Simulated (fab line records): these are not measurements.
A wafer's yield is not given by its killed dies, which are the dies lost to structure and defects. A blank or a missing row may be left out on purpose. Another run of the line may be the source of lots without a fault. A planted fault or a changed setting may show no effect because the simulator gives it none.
One fault through the eyes of 2 desks -- flow sky130 -- every desk sees just its own numbers, and what lay behind them comes last

## METROLOGY DESK
Lot by lot, what the gauges showed, no matter which tool ran the lot: averages of those sampled wafers that carry a number. Marked OUT: a lot whose mean sits more than 4 standard deviations from the usual mean, which makes it out of limits; the brackets give that distance.
Columns: A = FIELD_ISO_CVD_03_THK at SKY_FIELD_ISO_THK_MEAS_04, usual 164.3 nm; B = VT_ADJUST_LVTN_TW at SKY_VT_ADJUST_LVTN_TW_MEAS_10, usual 242.0; C = VT_ADJUST_LVTN_01_OVL at SKY_VT_ADJUST_LVTN_OVL_MEAS_18, usual -0.6 nm
lot,first seen here,A,B,C
L312,day 1 17:19,164.2,241.7,-0.0
L313,day 1 22:43,163.0,242.6,-3.1
L315,day 2 07:41,163.8,241.5,-0.1
L316,day 2 11:35,164.9,242.8,-0.0
L318,day 2 21:11,165.6,243.1,0.3
L322,day 3 16:28,165.7,216.1 (-24) OUT,-0.0
L323,day 3 20:30,163.8,215.5 (-24) OUT,-0.1
L328,day 5 00:34,165.3,242.4,1.2
L329,day 5 05:58,166.6,241.5,-0.3
L330,day 5 07:46,163.4,242.1,-0.5
L334,day 6 06:14,163.9,243.2,0.6
L335,day 6 10:26,164.2,242.8,-3.6
Finding of this desk: L322, L323 out of limits, first seen on L322 at day 9 19:24 (VT_ADJUST_LVTN_TW at SKY_VT_ADJUST_LVTN_TW_MEAS_10). Within limits: L312, L313, L315, L316, L318, L328, L329, L330, L334, L335.

## DESK OF THE TOOL OWNER: implanter-03
The tool's own readings at SKY_VT_ADJUST_LVTN_IMPLANT_08: means of the sampled wafers that have a number, for each lot that ran on this tool. Marked OUT: a lot whose mean sits more than 4 standard deviations from the usual mean, which makes it out of limits; the brackets give that distance.
Columns: A = dose-ions-cm2 at SKY_VT_ADJUST_LVTN_IMPLANT_08, usual 1.5697e+12; B = faraday-current-uA at SKY_VT_ADJUST_LVTN_IMPLANT_08, usual 8.87
lot,first seen here,A,B
L313,day 7 05:18,1.5695e+12,8.84
L318,day 8 08:55,1.5709e+12,8.77
L322,day 9 19:09,1.0496e+12 (-99 or more) OUT,5.98 (-18) OUT
L323,day 9 22:03,1.0490e+12 (-99 or more) OUT,5.92 (-18) OUT
Finding of this desk: L322, L323 out of limits; the first was L322 at day 9 19:09, on dose-ions-cm2 at SKY_VT_ADJUST_LVTN_IMPLANT_08. Within limits: L313, L318.

## PUT TOGETHER
The tool owner's desk had the chance to raise an alarm at day 9 19:09 on L322, L323.
On L322, L323, the metrology desk was in a position to raise an alarm at day 9 19:24.
All the named lots went through SKY_VT_ADJUST_LVTN_IMPLANT_08 on implanter-03.

## WHAT HAD BEEN PUT IN BY THE SIMULATOR
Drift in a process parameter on implanter-03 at SKY_VT_ADJUST_LVTN_IMPLANT_08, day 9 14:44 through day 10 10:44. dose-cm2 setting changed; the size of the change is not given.
Shown lots that were struck: L322, L323.
Time in hours from fault onset to the first out-of-limits reading at each desk: tool owner's desk 4, metrology desk 5.
